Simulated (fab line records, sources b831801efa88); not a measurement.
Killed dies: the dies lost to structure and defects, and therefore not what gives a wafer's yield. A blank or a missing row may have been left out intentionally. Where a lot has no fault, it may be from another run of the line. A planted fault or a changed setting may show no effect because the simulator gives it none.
The tool behind it: which one? ; flow sfq-line ; 45 wafers from 15 lots sampled at 4 of the route's 325 steps

== WHAT EACH GAUGE READ, for each wafer ==
SFQ_I1_BOW_MEAS_912.
lot;measured;on;I1_BOW (um)
L727;day 16 05:26;film-metro-04;17 7 13
L728;day 16 11:26;film-metro-04;7 -2 4
L730;day 17 01:09;film-metro-03;15 13 19
L731;day 17 22:25;film-metro-03;14 0 -4
L732;day 18 12:07;film-metro-04;3 11 12
L733;day 19 06:09;film-metro-03;8 9 3
L735;day 19 18:08;film-metro-03;13 12 -1
L736;day 20 22:54;film-metro-03;10 0 10
L739;day 26 20:17;film-metro-03;2 2 -6
L740;day 27 06:02;film-metro-04;2 10 -8
L744;day 28 20:04;film-metro-04;-2 4 -5
L745;day 28 23:04;film-metro-03;10 2 -6
L746;day 29 05:38;film-metro-01;14 -2 7
L749;day 30 18:11;film-metro-04;2 -3 -5
L750;day 31 02:35;film-metro-04;6 0 3

SFQ_I3_BOW_MEAS_922.
lot;measured;on;I3_BOW (um)
L727;day 25 08:53;film-metro-04;19 9 14
L728;day 25 20:53;film-metro-04;2 -5 0
L730;day 31 04:47;film-metro-03;17 16 22
L731;day 32 12:51;film-metro-04;18 3 0
L732;day 32 18:49;film-metro-04;5 13 14
L733;day 39 20:14;film-metro-04;10 10 5
L735;day 45 06:51;film-metro-04;12 11 -2
L736;day 46 06:21;film-metro-01;8 -3 8
L739;day 46 15:52;film-metro-04;4 5 -4
L740;day 46 19:22;film-metro-03;2 9 -7
L744;day 48 01:22;film-metro-04;1 5 -4
L745;day 48 07:22;film-metro-03;10 0 -6
L746;day 48 09:51;film-metro-04;14 -1 8
L749;day 49 21:50;film-metro-04;4 0 -3
L750;day 49 22:21;film-metro-01;9 4 7

== EACH LOT AND THE TOOL THAT RAN IT (in order: tool; ch and the chambers of the sampled wafers; start) ==
lot;SFQ_TRILAYER_L0_CAP_PECVD_011;SFQ_TRILAYER_L0_VIA_ETCH_VIA_ETCH_016
L727;pecvd-01 ch 0,1, day 4 05:43;rie-diel-02 ch 1,2, day 7 07:43
L728;pecvd-04 ch 0,1, day 4 11:42;rie-diel-02 ch 1,2,3, day 7 16:04
L730;pecvd-03 ch 1,2, day 5 02:06;rie-diel-02 ch 0,1, day 8 08:59
L731;pecvd-04 ch 0,1,2, day 5 08:59;rie-diel-03 ch 0,2,3, day 8 16:11
L732;pecvd-01 ch 0,1,2, day 5 15:52;rie-diel-02 ch 0,1,3, day 9 00:29
L733;pecvd-03 ch 0,1, day 5 22:02;rie-diel-02 ch 0,1, day 9 12:35
L735;pecvd-03 ch 0,2, day 6 06:16;rie-diel-04 ch 0,1,2, day 9 22:38
L736;pecvd-03 ch 0,1,2, day 6 09:22;rie-diel-02 ch 0,1,3, day 10 01:02
L739;pecvd-03 ch 0,1, day 7 04:25;rie-diel-03 ch 1,2,3, day 10 15:26
L740;pecvd-03 ch 0,1, day 7 10:04;rie-diel-02 ch 0,1,2, day 10 23:50
L744;pecvd-01 ch 0,2, day 8 08:37;rie-diel-03 ch 2,3, day 11 17:23
L745;pecvd-01 ch 0,1,2, day 8 14:35;rie-diel-03 ch 0,1,3, day 11 23:23
L746;pecvd-04 ch 0,1, day 8 21:42;rie-diel-02 ch 0,2,3, day 12 07:47
L749;pecvd-03 ch 1,2, day 9 21:46;rie-diel-03 ch 1,3, day 13 07:47
L750;pecvd-03 ch 0,1, day 10 01:22;rie-diel-04 ch 0,1, day 13 11:23
- SFQ_TRILAYER_L0_CAP_PECVD_011: deposits SiO2 from SiH4/N2O, time 13.333 s, target thk 60 nm.
- SFQ_TRILAYER_L0_VIA_ETCH_VIA_ETCH_016: etches SiO2 in CHF3, stops on MoNx KI, target depth 80 nm.

== AS READ BY THE TOOLS THEMSELVES (means over the sampled wafers that have a number; for cases with no such wafer, the mark the record gives instead) ==
SFQ_TRILAYER_L0_CAP_PECVD_011.
lot;tool;chamber-pressure-Torr (Torr);heater-power-outer-w (W);heater-power-w (W);throttle-valve-pct (%)
L727;pecvd-01;2.400;33;93;25.6
L728;pecvd-04;2.397;23;73;24.1
L730;pecvd-03;2.401;33;78;23.8
L731;pecvd-04;2.401;41;100;23.9
L732;pecvd-01;2.402;29;87;25.2
L733;pecvd-03;2.400;19;65;23.0
L735;pecvd-03;2.392;27;72;23.7
L736;pecvd-03;2.401;27;74;23.4
L739;pecvd-03;2.405;25;73;23.1
L740;pecvd-03;2.393;31;79;23.3
L744;pecvd-01;2.398;27;88;25.0
L745;pecvd-01;2.397;25;80;25.3
L746;pecvd-04;2.407;23;71;24.0
L749;pecvd-03;2.397;35;82;24.2
L750;pecvd-03;2.397;20;67;23.1

SFQ_TRILAYER_L0_VIA_ETCH_VIA_ETCH_016.
lot;tool;bias-w (W);drypump-motor-current-A (A);oes-product-au (a.u.)
L727;rie-diel-02;79.88;5.4;0.846
L728;rie-diel-02;79.80;5.7;0.840
L730;rie-diel-02;79.77;5.1;0.857
L731;rie-diel-03;80.02;5.8;0.853
L732;rie-diel-02;79.97;5.6;0.847
L733;rie-diel-02;79.96;5.1;0.837
L735;rie-diel-04;79.54;6.0;0.846
L736;rie-diel-02;79.88;5.6;0.798
L739;rie-diel-03;79.87;6.0;0.794
L740;rie-diel-02;80.15;5.3;0.753
L744;rie-diel-03;79.67;6.1;0.841
L745;rie-diel-03;79.97;5.7;0.849
L746;rie-diel-02;79.91;5.4;0.850
L749;rie-diel-03;79.93;5.8;0.837
L750;rie-diel-04;80.17;5.9;0.836

== THE ANSWER, worked out from the rows above alone ==
Rule: usual is defined by the lots themselves. Put in order of their means at a reading, lots are off if they are a third of the lots or fewer, leave a main group of 4 or more, and stand apart from it by a gap of 3 or more times the standard deviation of the main group's means; of several such gaps the widest counts. A main group whose means are all the same, to the digits that the tables above print for the reading, isn't used. Also off: a lot with no number at a reading for which 4 or more lots have one. Any other lot the step has rows for is counted as sound. Order of review: gauges by route order, followed by the tools' own readings, for which a lot's mean as printed above is used. At the first step where some lot is off, the reading lying furthest off is the one used; lots without a number count as furthest.
Off at SFQ_TRILAYER_L0_VIA_ETCH_VIA_ETCH_016 (oes-product-au): L736, L739, L740. The main group has a mean of 0.845 a.u. with a standard deviation of 0.0065.
A tool fits if, at that step or a process step before it, it ran every lot that is off, and no sound lot after the first of them. Not one of the candidates tried fits.

== WHAT HAD BEEN PUT IN BY THE SIMULATOR ==
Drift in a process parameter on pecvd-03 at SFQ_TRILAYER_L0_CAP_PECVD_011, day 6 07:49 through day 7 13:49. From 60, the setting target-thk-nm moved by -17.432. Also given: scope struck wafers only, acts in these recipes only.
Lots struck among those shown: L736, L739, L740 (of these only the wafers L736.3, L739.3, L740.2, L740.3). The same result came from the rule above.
